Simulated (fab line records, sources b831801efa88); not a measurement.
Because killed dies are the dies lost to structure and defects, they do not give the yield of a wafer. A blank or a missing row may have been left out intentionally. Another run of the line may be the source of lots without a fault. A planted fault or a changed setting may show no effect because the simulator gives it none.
Which tool was responsible? + flow gf180mcu + Sampling: 14 lots, 42 wafers, 3 of 602 route steps

## WHAT THE GAUGES READ, wafer by wafer
GF_V2_BOW_MEAS_05.
| lot  | measured     | on            | V2_BOW (um) |
|------|--------------|---------------|-------------|
| L995 | day 19 18:38 | film-metro-02 | 100 95 103  |
| L996 | day 20 08:05 | film-metro-02 | 87 91 97    |
| L999 | day 21 07:28 | film-metro-04 | 99 103 115  |
| L998 | day 21 10:56 | film-metro-03 | 103 92 97   |
| L100 | day 21 15:17 | film-metro-04 | 96 89 90    |
| L101 | day 22 03:59 | film-metro-04 | 91 88 88    |
| L103 | day 23 01:27 | film-metro-03 | 101 96 96   |
| L108 | day 24 19:04 | film-metro-03 | 102 94 85   |
| L111 | day 25 14:43 | film-metro-04 | 106 104 113 |
| L112 | day 25 21:55 | film-metro-04 | 97 89 100   |
| L114 | day 26 15:04 | film-metro-03 | 97 103 97   |
| L115 | day 26 15:25 | film-metro-02 | 88 97 89    |
| L116 | day 27 00:28 | film-metro-02 | 101 105 107 |
| L117 | day 27 03:38 | film-metro-04 | 102 88 88   |

GF_V2_THK_MEAS_25: measures by xrf.
| lot  | measured     | on            | V2_W_THK (nm) |
|------|--------------|---------------|---------------|
| L995 | day 20 20:09 | film-metro-02 | 360 365 357   |
| L996 | day 21 09:23 | film-metro-04 | 347 360 360   |
| L999 | day 22 07:59 | film-metro-03 | 361 362 349   |
| L998 | day 22 11:50 | film-metro-03 | 358 364 365   |
| L100 | day 22 15:29 | film-metro-02 | 355 353 363   |
| L101 | day 23 04:08 | film-metro-02 | 357 353 352   |
| L103 | day 24 00:59 | film-metro-03 | 361 353 358   |
| L108 | day 25 18:28 | film-metro-04 | 364 359 366   |
| L111 | day 26 12:31 | film-metro-02 | 367 362 369   |
| L112 | day 26 20:19 | film-metro-04 | 353 357 356   |
| L114 | day 27 12:52 | film-metro-02 | 353 357 362   |
| L115 | day 27 13:09 | film-metro-04 | 354 354 359   |
| L116 | day 27 21:59 | film-metro-04 | 360 356 361   |
| L117 | day 28 00:53 | film-metro-03 | 356 355 363   |

## EACH LOT AND THE TOOL THAT RAN IT (in order: tool; ch and the chambers of the sampled wafers; start)
| lot  | GF_V2_SPUTTER_22             |
|------|------------------------------|
| L995 | pvd-sputter-02, day 20 19:52 |
| L996 | pvd-sputter-02, day 21 09:05 |
| L999 | pvd-sputter-03, day 22 07:41 |
| L998 | pvd-sputter-02, day 22 11:34 |
| L100 | pvd-sputter-02, day 22 15:13 |
| L101 | pvd-sputter-02, day 23 03:52 |
| L103 | pvd-sputter-01, day 24 00:43 |
| L108 | pvd-sputter-01, day 25 18:12 |
| L111 | pvd-sputter-01, day 26 12:14 |
| L112 | pvd-sputter-03, day 26 20:03 |
| L114 | pvd-sputter-01, day 27 12:35 |
| L115 | pvd-sputter-02, day 27 12:52 |
| L116 | pvd-sputter-01, day 27 21:40 |
| L117 | pvd-sputter-01, day 28 00:37 |
- GF_V2_SPUTTER_22: material TiN, target thk 10 nm, time 40 s.

## WHAT THE TOOLS THEMSELVES READ (means of the sampled wafers that have a number; where no wafer has one, the mark that the record gives instead)
GF_V2_SPUTTER_22.
| lot  | tool           | cathode-dc-power-W (W) | chamber-pressure-pa (Pa) | throttle-valve-pct (%) |
|------|----------------|------------------------|--------------------------|------------------------|
| L995 | pvd-sputter-02 | 3999.8                 | 4.997                    | 29.8                   |
| L996 | pvd-sputter-02 | 3999.6                 | 4.998                    | 29.4                   |
| L999 | pvd-sputter-03 | 3999.9                 | 5.000                    | 29.8                   |
| L998 | pvd-sputter-02 | 3999.1                 | 5.009                    | 28.9                   |
| L100 | pvd-sputter-02 | 4000.0                 | 4.992                    | 30.0                   |
| L101 | pvd-sputter-02 | 3999.5                 | 5.004                    | 28.8                   |
| L103 | pvd-sputter-01 | 4000.3                 | 5.000                    | 29.9                   |
| L108 | pvd-sputter-01 | 3999.8                 | 5.004                    | 30.3                   |
| L111 | pvd-sputter-01 | 3999.1                 | 4.997                    | 30.2                   |
| L112 | pvd-sputter-03 | 4000.9                 | 5.011                    | 29.9                   |
| L114 | pvd-sputter-01 | 4000.4                 | 5.001                    | 30.5                   |
| L115 | pvd-sputter-02 | 3999.5                 | 5.013                    | 29.0                   |
| L116 | pvd-sputter-01 | 3999.6                 | 5.005                    | 30.3                   |
| L117 | pvd-sputter-01 | 3999.9                 | 4.998                    | 30.0                   |

## THE ANSWER, worked out from the rows above alone
Rule: what is usual is taken from the lots themselves. Put in order of their means at a reading, lots are off if they are a third of the lots or fewer, leave a main group of 4 or more, and stand apart from it by a gap of 3 or more times the standard deviation of the main group's means; of several such gaps the widest counts. If all means in a main group match to the digits the tables above print for the reading, that group is not used. A lot without any number at a reading at which 4 lots or more have one is off too. The other lots that the step has rows for count as sound. First the gauges in route order, then the tools' own readings, where a lot's mean is used as printed above. The first step at which some lot is off is used, and at that step the reading that is off furthest; a lot without a number counts as furthest.
No lot is off on any of the readings shown, so nothing can be concluded from this.

## WHAT WAS PUT IN BY THE SIMULATOR
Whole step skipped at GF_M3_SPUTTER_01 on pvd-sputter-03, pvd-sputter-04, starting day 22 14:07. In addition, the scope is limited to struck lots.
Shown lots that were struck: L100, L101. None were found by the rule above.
